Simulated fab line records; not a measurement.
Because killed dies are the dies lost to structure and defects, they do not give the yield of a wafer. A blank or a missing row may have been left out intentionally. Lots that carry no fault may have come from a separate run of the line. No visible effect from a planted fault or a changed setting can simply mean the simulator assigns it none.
Which of the tools did it? | flow sky130 | 6 lots, 18 wafers sampled, at 2 steps of a route of 708

== WHAT THE GAUGES READ, wafer by wafer ==
SKY_NWELL_TW_MEAS_15.
lot  | measured    | on            | NWELL_TW
L453 | day 4 18:18 | film_metro-01 | 1831 1827 1821
L462 | day 7 18:08 | film_metro-02 | 1751 1759 1768
L465 | day 7 21:44 | film_metro-02 | 1799 1799 1806
L467 | day 8 06:02 | film_metro-02 | 1797 1796 1802
L472 | day 9 12:05 | film_metro-01 | 1836 1830 1834
L474 | day 9 20:07 | film_metro-02 | 1809 1814 1808

== WHAT TOOL EACH LOT RAN ON (gives the tool, then ch and the chambers of the sampled wafers, and finally the start) ==
lot  | SKY_NWELL_IMPLANT_11
L453 | implanter-02 ch 0, day 4 17:46
L462 | implanter-02 ch 0, day 7 17:35
L465 | implanter-04 ch 0, day 7 21:11
L467 | implanter-04 ch 0, day 8 05:29
L472 | implanter-01 ch 0, day 9 11:32
L474 | implanter-01 ch 0, day 9 19:35
- SKY_NWELL_IMPLANT_11

== THE ANSWER, worked out from the rows above alone ==
Rule: usual is defined by the lots themselves. The widest of any qualifying gaps counts: lots, ordered by their means at a reading, are off when they make up no more than a third of the lots, leave a main group of 4 or more, and stand apart from it by 3 or more times the standard deviation of that group's means. Not used: any main group whose means are identical at the precision the tables above print for the reading. A lot without any number at a reading at which 4 lots or more have one is off too. Where the step has rows for the other lots, those lots are counted as sound.
Nothing can be told from this: no lot is off at any reading shown.

== WHAT THE SIMULATOR PUT IN ==
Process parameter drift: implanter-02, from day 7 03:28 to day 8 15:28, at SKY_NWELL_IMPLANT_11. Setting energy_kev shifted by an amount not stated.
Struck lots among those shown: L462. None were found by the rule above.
